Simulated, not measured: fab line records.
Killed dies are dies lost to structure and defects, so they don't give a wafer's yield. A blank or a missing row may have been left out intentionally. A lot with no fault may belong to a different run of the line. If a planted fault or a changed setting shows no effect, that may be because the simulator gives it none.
A struck lot beside a sound one ; flow sky130 ; 14 out of 708 route steps
Sound: the wafers L592.2, L592.4, L592.5. Struck: wafers L590.2, L590.3, L590.6. Last of all comes the cause.
For every step that has rows: the tool of each side, followed by ch and its chambers, followed by its first start. Under that, the readings that differ: sound wafers ; struck wafers ; difference of the means ; sigmas: that difference in standard deviations of wafers without a fault.
alike: readings with means less than 2 such deviations apart, plus words and numbers identical on both sides. not compared: withheld readings, readings lacking a value on some wafer, bounds such as >300 that could conceal the same value, and numbers that have no deviation in the record and whose values overlap.
Wherever a step has rows on one side only, a row that says differs or no value, or a row with sigmas, the two part there. Numbers that don't overlap but have no deviation are shown without sigmas and don't part them. A reading missing from all wafers of one side parts the sides only when that side holds two or more wafers.

SKY_METAL4_STRIP_19: strips in O2/N2.
  sound on plasmaAsher-01 ch 0,1, day 47 13:20; struck on plasmaAsher-02 ch 0, day 46 18:49
  alike: drypumpMotorCurrentA, oesProductAu, stripTimeToEndpointS
  not compared: rfHoursCounterH
then, 4 steps without rows for these wafers: SKY_METAL4_STRIP_20 (strips in post etch residue remover, time 1200 s); SKY_METAL4_CLEAN_21 (cleans in IPA, time 180 s); SKY_METAL4_CLEAN_22 (cleans in O3/DIW); SKY_VIA4_HDPCVD_00 (deposits SiO2, target thk 1750 nm, time 291.7 s).
SKY_VIA4_THK_MEAS_01:
  struck on filmMetro-02, day 46 19:36; sound on filmMetro-03, day 47 14:14
  alike: VIA4_HDPCVD_THK
SKY_VIA4_CMP_02: polishes SiO2.
  sound on cmp-01 ch 1,2, day 47 14:17; struck on cmp-01 ch 1,2,3, day 46 19:39
  alike: motorCurrentA, slurryFlowMlMin
SKY_VIA4_BOW_MEAS_03:
  struck on filmMetro-03, day 46 19:58; sound on filmMetro-02, day 47 14:37
  alike: VIA4_BOW
then, 4 steps without rows for these wafers: SKY_VIA4_DEHYDRATE_04 (time 60 s); SKY_VIA4_HMDS_05 (prime time 60 s); SKY_VIA4_COAT_06 (resist thk 1140 nm); SKY_VIA4_SOFTBAKE_07 (time 60 s).
SKY_VIA4_EXPOSE_08: exposes mask VIM4, target cd 800 nm.
  struck on ilineStepper-01, day 47 06:21; sound on ilineStepper-01 ch 0, day 48 00:20
  no value came back on the struck wafers for exposureDoseMJCm2, focusOffsetNm (nm), stageVelMmS (mm/s); on the sound wafers exposureDoseMJCm2 reads 131.91 131.91 132.00
  alike: mask
then, 1 step without rows for these wafers: SKY_VIA4_PEB_09.

WHERE THEY PART
Only at SKY_VIA4_EXPOSE_08, as far as this record shows.

WHY: whatever the simulator had introduced
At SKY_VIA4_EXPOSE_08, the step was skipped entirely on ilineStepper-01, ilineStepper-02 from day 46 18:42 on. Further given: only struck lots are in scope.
